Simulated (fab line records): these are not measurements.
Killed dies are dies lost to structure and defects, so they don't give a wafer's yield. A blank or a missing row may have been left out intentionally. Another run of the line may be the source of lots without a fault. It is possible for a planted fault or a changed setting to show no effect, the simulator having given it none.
Chamber matching ; flow gf180mcu ; 4 sister chambers for GF_STI_CMP_25 on cmp-02
The step polishes, stops on Si3N4, t overpolish 33 s, target thk 524.6 nm. 4 wafers are shown with their chamber, then 8 later ones without.

## WAFERS WITH THEIR CHAMBER
wafer;chamber;motor_current_A (A)
L813.4;1;10.3
L817.2;3;11.4
L817.3;0;13.1
L822.2;2;11.2

## WAFERS WITH NO CHAMBER GIVEN
wafer;motor_current_A (A)
L822.5;10.4
L822.6;13.0
L826.2;13.4
L826.3;11.9
L826.4;10.3
L828.2;12.8
L828.5;11.4
L828.6;13.4

## THE CHAMBER EACH PASSED THROUGH
wafer;from the rows above;in truth
L822.5;1;1
L822.6;0;0
L826.2;0;0
L826.3;can't be placed: 3 or 2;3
L826.4;1;1
L828.2;0;0
L828.5;can't be placed: 3 or 2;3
L828.6;0;0
Correct placement for 6 of the 8. Can't be placed from these rows: 2 (the true chamber is among the candidates in 2). Number placed wrongly: 0.
How it was worked out, from the rows above alone: a wafer's distance from a chamber is the root of the sum, over the readings, of the square of ((its reading less the chamber's mean) divided by the reading's scatter). The wafer belongs to the nearest chamber; if the next one is less than 2 further off, it can't be placed. For every chamber, the mean is computed from those of its wafers that are shown. The scatter: with one shown wafer a chamber, the root of the mean of the squares of how far each hidden wafer lies from its nearest shown one.
